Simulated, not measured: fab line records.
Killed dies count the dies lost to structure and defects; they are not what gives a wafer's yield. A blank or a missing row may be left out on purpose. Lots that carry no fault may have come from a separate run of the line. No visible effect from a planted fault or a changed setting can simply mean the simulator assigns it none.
Which tool did it? ; flow sky130 ; Sampling: 13 lots, 39 wafers, 4 of 708 route steps

WHAT THE GAUGES READ, wafer by wafer
SKY_CAP2M_THK_MEAS_04: measures by xrf. Usual: CAP2M_TIN_THK 204 nm, standard deviation 3.4.
lot;measured;on;CAP2M_TIN_THK (nm);flag
L494;day 39 18:00;film_metro-03;200 202 201;
L495;day 40 00:08;film_metro-04;202 202 201;
L497;day 40 20:05;film_metro-02;205 200 203;
L498;day 41 07:29;film_metro-04;206 203 209;
L499;day 41 11:19;film_metro-04;208 209 207;
L501;day 42 03:08;film_metro-04;205 206 205;
L502;day 42 13:13;film_metro-03;204 202 205;
L503;day 42 22:53;film_metro-04;208 205 205;
L510;day 44 20:20;film_metro-03;196 197 202;
L511;day 45 01:12;film_metro-04;202 206 206;
L512;day 45 09:20;film_metro-04;203 207 207;
L513;day 45 11:52;film_metro-04;201 206 200;
L517;day 46 15:00;film_metro-04;202 209 203;

SKY_METAL4_OVL_MEAS_14. Usual: METAL4_OVL -5 nm, standard deviation 4.6.
lot;measured;on;METAL4_OVL (nm);flag
L494;day 41 18:30;overlay-01;-1 -5 -6;
L495;day 42 00:19;overlay-02;-7 -6 -8;
L497;day 42 19:25;overlay-01;-6 0 -7;
L498;day 43 06:49;overlay-01;0 -8 -8;
L499;day 43 10:58;overlay-01;-3 3 -1;
L501;day 44 01:43;overlay-02;-12 -10 -10;
L502;day 44 11:10;overlay-01;1 3 0;
L503;day 44 20:04;overlay-01;-6 -9 -4;
L510;day 46 16:28;overlay-02;2 3 6;
L511;day 46 19:46;overlay-01;-2 -4 -8;
L512;day 47 04:37;overlay-01;-13 -16 -10;
L513;day 47 05:58;overlay-01;-7 -6 -11;
L517;day 48 07:29;overlay-02;-13 -7 -11;

WHICH TOOL RAN EACH LOT (tool, then ch and the chambers of the sampled wafers, then the start)
lot;SKY_LI_CONTACT_SPUTTER_20;SKY_CAP2M_METAL_ETCH_13
L494;pvd_sputter-01, day 29 10:29;rie_metal-01 ch 0,1, day 40 17:50
L495;pvd_sputter-03, day 29 20:25;rie_metal-01 ch 0,1, day 40 23:59
L497;pvd_sputter-02, day 30 18:06;rie_metal-03 ch 0,1, day 41 19:13
L498;pvd_sputter-02, day 31 07:52;rie_metal-03 ch 0,1, day 42 06:56
L499;pvd_sputter-02, day 31 08:59;rie_metal-03 ch 0,1, day 42 10:47
L501;pvd_sputter-01, day 32 05:08;rie_metal-04 ch 0,1, day 43 01:47
L502;pvd_sputter-01, day 32 17:33;rie_metal-04 ch 0,1, day 43 12:14
L503;pvd_sputter-03, day 32 23:41;rie_metal-03 ch 0,1, day 43 21:45
L510;pvd_sputter-01, day 35 02:06;rie_metal-03 ch 0, day 45 18:43
L511;pvd_sputter-01, day 35 07:14;rie_metal-01 ch 0,1, day 45 23:10
L512;pvd_sputter-02, day 35 14:35;rie_metal-01 ch 0,1, day 46 07:16
L513;pvd_sputter-01, day 35 17:44;rie_metal-04 ch 0,1, day 46 09:21
L517;pvd_sputter-02, day 37 04:54;rie_metal-04 ch 0,1, day 47 11:31
- SKY_LI_CONTACT_SPUTTER_20: material TiN, target thk 20 nm, time 80 s.
- SKY_CAP2M_METAL_ETCH_13: etches TiN in Cl2/BCl3, stops on SiO2, target depth 220 nm, time 62.9 s.

AS READ BY THE TOOLS THEMSELVES (means over the sampled wafers that have a number; for cases with no such wafer, the mark the record gives instead)
SKY_LI_CONTACT_SPUTTER_20. Usual: throttle_valve_pct reads 30.0 % (standard deviation 1.2).
lot;tool;throttle_valve_pct (%);flag
L494;pvd_sputter-01;30.4;
L495;pvd_sputter-03;29.1;
L497;pvd_sputter-02;30.5;
L498;pvd_sputter-02;30.5;
L499;pvd_sputter-02;31.1;
L501;pvd_sputter-01;30.4;
L502;pvd_sputter-01;29.9;
L503;pvd_sputter-03;29.8;
L510;pvd_sputter-01;29.0;
L511;pvd_sputter-01;30.5;
L512;pvd_sputter-02;31.1;
L513;pvd_sputter-01;31.5;
L517;pvd_sputter-02;30.4;

SKY_CAP2M_METAL_ETCH_13. Usual: bcl3_flow_sccm 30.00 sccm, standard deviation 0.088; drypump_motor_current_A 5.84 A, standard deviation 0.28; oes_product_au 0.943 a.u., standard deviation 0.011; throttle_valve_pct 21.901 %, standard deviation 0.011.
lot;tool;bcl3_flow_sccm (sccm);drypump_motor_current_A (A);oes_product_au (a.u.);throttle_valve_pct (%);flag
L494;rie_metal-01;29.94;5.93;0.935;21.906;
L495;rie_metal-01;29.84;5.95;0.937;21.902;
L497;rie_metal-03;30.05;5.72;0.944;21.896;
L498;rie_metal-03;29.96;5.87;0.947;21.904;
L499;rie_metal-03;29.94;5.85;0.949;21.890;
L501;rie_metal-04;29.98;6.03;0.940;21.903;
L502;rie_metal-04;29.94;5.68;0.946;21.893;
L503;rie_metal-03;30.03;5.85;0.945;21.898;
L510;rie_metal-03;29.98;5.62;0.926;21.920;
L511;rie_metal-01;30.01;5.95;0.943;21.898;
L512;rie_metal-01;30.03;5.95;0.943;21.882;
L513;rie_metal-04;30.03;6.00;0.935;21.908;
L517;rie_metal-04;30.03;6.03;0.944;21.901;

THE ANSWER, worked out from the rows above alone
Rule: lot off if the mean of its wafers having a number is beyond 3 standard deviations from the usual mean. A lot without any number at a reading at which 4 lots or more have one is off too. Where the step has rows for the other lots, those lots are counted as sound. Order of review: gauges by route order, followed by the tools' own readings, for which a lot's mean as printed above is used. At the first step where some lot is off, the reading lying furthest off is the one used; lots without a number count as furthest.
No lot is off on any of the readings shown, so nothing can be concluded from this.

WHAT THE SIMULATOR PUT IN
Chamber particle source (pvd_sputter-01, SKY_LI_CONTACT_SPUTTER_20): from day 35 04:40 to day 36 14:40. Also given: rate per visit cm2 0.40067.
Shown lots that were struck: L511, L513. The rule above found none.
